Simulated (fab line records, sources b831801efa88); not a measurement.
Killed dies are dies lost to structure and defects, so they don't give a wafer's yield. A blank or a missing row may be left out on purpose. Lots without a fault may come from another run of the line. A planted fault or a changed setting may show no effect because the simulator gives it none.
One fault seen from 2 desks | flow gf180mcu | each desk has only its own numbers; what lay behind them comes last

THE METROLOGY DESK
What the gauges read, lot by lot, whatever tool the lot ran on: means of the sampled wafers that have a number. A lot is out of limits, marked OUT, if its mean lies more than 4 standard deviations from the usual mean; the brackets give that distance.
Columns: A = MVPSD_TW at GF_MVPSD_TW_MEAS_11, usual 551; B = MVPSD_RS at GF_VT_IMPLANT_RS_MEAS_49, usual 1167.3 ohm/sq; C = HV_LDD_CVD_54_THK at GF_HV_LDD_THK_MEAS_55, usual 10.05 nm; D = PSD_OVL at GF_PSD_OVL_MEAS_08, usual 0.4 nm
lot  | first seen here | A              | B      | C     | D
L569 | day 5 00:08     | 552            | 1170.4 | 10.12 | -0.0
L571 | day 5 12:37     | 553            | 1165.6 | 9.98  | 2.2
L572 | day 5 16:32     | 548            | 1167.2 | 9.99  | 1.3
L573 | day 5 23:46     | 552            | 1164.4 | 10.19 | 0.3
L574 | day 6 06:07     | 550            | 1167.2 | 10.07 | 2.8
L576 | day 6 16:43     | 548            | 1168.3 | 9.95  | -2.1
L579 | day 7 12:11     | 546            | 1167.3 | 10.12 | 0.4
L584 | day 8 18:34     | 557            | -      | 9.97  | 1.4
L585 | day 9 00:34     | 570 (+4.4) OUT | -      | 9.93  | -0.8
L586 | day 9 07:32     | 560            | -      | 10.12 | 0.5
L588 | day 9 19:19     | 548            | 1165.5 | 9.78  | -1.3
L589 | day 10 02:28    | 546            | 1166.1 | 9.99  | 0.5
L592 | day 10 17:22    | 562            | 1169.9 | 10.01 | 2.2
This desk's finding: out of limits on L585; first on L585, day 9 00:34 (MVPSD_TW at GF_MVPSD_TW_MEAS_11). In limits: L569, L571, L572, L573, L574, L576, L579, L584, L586, L588, L589, L592.

THE TOOL OWNER'S DESK: implanter-01
The tool's own readings at GF_MVPSD_IMPLANT_09: means of the sampled wafers that have a number, for each lot that ran on this tool. A lot is out of limits, marked OUT, if its mean lies more than 4 standard deviations from the usual mean; the brackets give that distance.
Columns: A = beam_energy_keV at GF_MVPSD_IMPLANT_09, usual 39.999; B = tilt_deg at GF_MVPSD_IMPLANT_09, usual 0.001 degrees
lot  | first seen here | A      | B
L569 | day 4 23:53     | 39.994 | -0.006
L571 | day 5 12:22     | 39.992 | 0.017
L574 | day 6 05:53     | 39.998 | -0.004
L579 | day 7 11:58     | 39.991 | -0.013
L584 | day 8 18:19     | 40.006 | 16.129 (+99 or more) OUT
L585 | day 9 00:20     | 40.015 | 16.117 (+99 or more) OUT
L586 | day 9 07:17     | 39.996 | 16.137 (+99 or more) OUT
This desk's finding: out of limits on L584, L585, L586; first on L584, day 8 18:19 (tilt_deg at GF_MVPSD_IMPLANT_09). In limits: L569, L571, L574, L579.

PUT TOGETHER
The tool owner's desk could have raised an alarm at day 8 18:19, on L584, L585, L586.
The metrology desk could have raised an alarm at day 9 00:34, on L585.
The metrology desk has L584, L586 on record, within its limits.
Of the lots named, all ran GF_MVPSD_IMPLANT_09 on implanter-01.

WHAT THE SIMULATOR HAD PUT IN
Process parameter drift: implanter-01, from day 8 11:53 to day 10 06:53, at GF_MVPSD_IMPLANT_09. Setting tilt_deg, moved by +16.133, from 0. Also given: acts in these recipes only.
Lots struck among those shown: L584, L585, L586.
Hours from the fault's start to each desk's first reading out of limits: the tool owner's desk, 6; the metrology desk, 13.
